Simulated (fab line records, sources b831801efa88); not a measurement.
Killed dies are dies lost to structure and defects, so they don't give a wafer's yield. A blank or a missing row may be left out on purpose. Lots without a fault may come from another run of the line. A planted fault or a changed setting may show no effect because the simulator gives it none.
fab line records | flow sky130
record lots=6 wafers=18 last_day=50
route steps=708 shown RES_XHIGH@334 SD_N@342
lots that met no fault: from a run of the same line without faults
start_h: hours from the record's first day to the start of the lot's first wafer shown | wait_h: hours since the lot's step before | " the same as in the row above | L1.1+2: a row that stands for several wafers | - no value, or no start given | * or withheld: withheld | < > ~ a bound
route shown NAME@n: a module of which the file shows steps, and the number in the route of the first | usual: mean/standard deviation of fault-free wafers | same: alike in all rows | chamber/n: place in a boat | sites: the reading at each site | _std_site: their standard deviation | _edge_site: outer sites' mean less inner sites' | radius_mm: how far each site lies from the wafer's centre | mask NAME#n: copy n | behind: the tool/chamber that last shaped the wafer | hold: why the lot was held/for how many hours/how that ended | device: the transistor (n, p or np) that didn't switch | end of line: the same wafers' tests at the end of the route | a step without rows: its recipe alone | killed: dies lost to structure and defects at the first sort, not the wafer's yield | map: a wafer's dies, x killed, . not, _ none there
set.NAME: the setting as run; set.NAME@STEP: as run at that earlier step | model.NAME: the simulator's own value behind a step, which no gauge read
lots at some steps of the route; a table a step, a row a wafer
services: from which hour (start_h, from the record's first day; less than 0 if before it) a tool's chamber was out of use, for how many hours, and why
## steps
# step SKY_RES_XHIGH_COAT_02
# recipe resist=NOVOLAK spin_rpm=3000 resist_thk_nm=1140
# step SKY_RES_XHIGH_SOFTBAKE_03
# recipe temp_c=90 time_s=60 resist=NOVOLAK
# step SKY_RES_XHIGH_EXPOSE_04
# recipe mask_id=URPM na=0.6 source_shape=conventional sigma_outer=0.6 polarization=unpolarized target_cd_nm=1270 dose_mj=140
# step SKY_RES_XHIGH_PEB_05
# recipe temp_c=withheld time_s=* resist=NOVOLAK
# step SKY_RES_XHIGH_DEVELOP_06
# recipe resist=NOVOLAK developer=TMAH develop_time_s=60 dev_temp_c=23
# step SKY_RES_XHIGH_IMPLANT_07
# recipe species=BF2 energy_kev=20 dose_cm2=3.6e+14 tilt_deg=0
# step SKY_RES_XHIGH_STRIP_08
# recipe chemistry=O2/N2 power_w=1400 pressure_mtorr=1500 platen_temp_c=withheld o2_flow_sccm=3000 n2_flow_sccm=300 overash_fraction=0.5
# usual chamber_pressure_mTorr=1500.1/1.4 drypump_motor_current_A=5.6/0.32 oes_product_au=0.711/0.0044 strip_time_to_endpoint_s=14.27/0.043
# columns lot.wafer tool chamber start_h wait_h chamber_pressure_mTorr drypump_motor_current_A oes_product_au rf_hours_counter_h strip_time_to_endpoint_s
L451.3 plasma_asher-02 1 636.19 0.1 1498.9 5.5 0.708 - 14.27
L451.5 " 1 " " 1498.5 5.5 0.712 - 14.23
L451.6 " 0 " " 1501.2 5.9 0.710 - 14.28
L453.1 plasma_asher-02 0 645.70 0.1 1500.6 5.8 0.706 82 14.26
L453.2 " 1 " " 1502.5 5.6 0.709 82 14.27
L453.5 " 0 " " 1500.0 5.9 0.711 - 14.28
L454.1 plasma_asher-02 0 661.75 0.1 1498.8 5.9 0.709 83 14.19
L454.3 " 1 " " 1499.5 5.5 0.711 - 14.23
L454.6 " 0 " " 1501.2 5.9 0.719 - 14.26
L455.1 plasma_asher-02 0 662.51 0.1 1497.3 5.9 0.718 83 14.32
L455.2 " 1 " " 1500.3 5.5 0.706 83 14.29
L455.4 " 0 " " 1502.1 5.9 0.711 - 14.34
L466.2 plasma_asher-02 0 783.05 0.1 1501.6 5.9 0.706 97 14.31
L466.5 " 0 " " 1500.2 5.8 0.708 - 14.25
L466.6 " 1 " " 1500.5 5.5 0.714 - 14.25
L471.1 plasma_asher-02 0 789.60 0.1 1499.4 5.8 0.707 97 14.29
L471.4 " 0 " " 1500.6 5.9 0.709 - 14.33
L471.6 " 0 " " 1497.9 5.9 0.713 - 14.34
# step SKY_RES_XHIGH_TW_MEAS_09
# usual RES_XHIGH_TW=1648/15
# columns lot.wafer tool chamber start_h wait_h RES_XHIGH_TW
L451.3 film_metro-01 - 636.27 0.1 1619
L451.5 " - " " 1639
L451.6 " - " " 1632
L453.1 film_metro-03 - 645.80 0.1 1662
L453.2 " - " " 1658
L453.5 " - " " 1662
L454.1 film_metro-01 - 661.85 0.1 1634
L454.3 " - " " 1632
L454.6 " - " " 1618
L455.1 film_metro-04 - 662.61 0.1 1647
L455.2 " - " " 1647
L455.4 " - " " 1647
L466.2 film_metro-04 - 783.16 0.1 1653
L466.5 " - " " 1656
L466.6 " - " " 1659
L471.1 film_metro-04 - 789.70 0.1 1646
L471.4 " - " " 1647
L471.6 " - " " 1646
# step SKY_SD_N_DEHYDRATE_00
# recipe temp_c=200 time_s=60
# step SKY_SD_N_HMDS_01
# recipe prime_time_s=60 prime_temp_c=120
# step SKY_SD_N_COAT_02
# recipe resist=NOVOLAK spin_rpm=3000 resist_thk_nm=1140
# step SKY_SD_N_SOFTBAKE_03
# recipe temp_c=90 time_s=60 resist=NOVOLAK
# step SKY_SD_N_EXPOSE_04
# recipe mask_id=NSDM na=0.6 source_shape=conventional sigma_outer=0.6 polarization=unpolarized target_cd_nm=380 dose_mj=141
# usual exposure_dose_mJ_cm2=141.02/0.13 focus_offset_nm=-0.1/0.54
# columns lot.wafer tool chamber start_h wait_h mask exposure_dose_mJ_cm2 focus_offset_nm
L451.3 iline_stepper-02 0 650.10 - NSDM#0 140.99 0.5
L451.5 " 0 " " NSDM#0 140.88 0.7
L451.6 " 0 " " NSDM#0 140.94 0.7
L453.1 iline_stepper-02 0 660.19 - NSDM#0 141.15 -0.3
L453.2 " 0 " " NSDM#0 140.99 -0.6
L453.5 " 0 " " NSDM#0 140.91 -0.4
L454.1 iline_stepper-02 - 675.11 - NSDM#0 - -
L454.3 " - " " NSDM#0 - -
L454.6 " - " " NSDM#0 - -
L455.1 iline_stepper-02 - 676.01 - NSDM#0 - -
L455.2 " - " " NSDM#0 - -
L455.4 " - " " NSDM#0 - -
L466.2 iline_stepper-01 0 796.41 - NSDM#0 140.97 0.0
L466.5 " 0 " " NSDM#0 140.95 0.2
L466.6 " 0 " " NSDM#0 140.88 0.2
L471.1 iline_stepper-01 0 803.35 - NSDM#0 140.72 -1.2
L471.4 " 0 " " NSDM#0 141.11 -0.4
L471.6 " 0 " " NSDM#0 141.02 0.1
# step SKY_SD_N_PEB_05
# recipe temp_c=withheld time_s=* resist=NOVOLAK
## services
# columns tool chamber start_h hours kind
plasma_asher-02 - 624.75 4.5 repair
iline_stepper-01 - 655.02 4.6 repair
iline_stepper-02 0 663.51 - calibration
iline_stepper-02 - 683.43 2.1 repair
iline_stepper-02 - 781.48 1.7 pm
## key
first_sign step=SKY_SD_N_EXPOSE_04 reading=tool_record direction=missing
effect none on later readings
met_at SKY_SD_N_EXPOSE_04
struck_wafers L454.1,L454.3,L454.6,L455.1,L455.2,L455.4
sort_left_out L454.1,L454.3,L454.6,L455.1,L455.2,L455.4
tester_left_out L454,L455
onset_between 660.19 675.11
fault kind=skipped_step_whole tool=iline_stepper-02 chamber=- onset_h=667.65 steps=SKY_SD_N_EXPOSE_04 scope=struck_lots_only
# tester_left_out: of these lots the tester's yield and bins aren't shown, on N5 and GAA mostly nor the transistor test; their killed dies are dies lost to structure and defects alone, not to doping, threshold or leakage, so they don't give the yield
# sort_left_out: the simulated sort isn't trusted on such a fault, so these wafers' sort isn't shown, and their yield isn't known
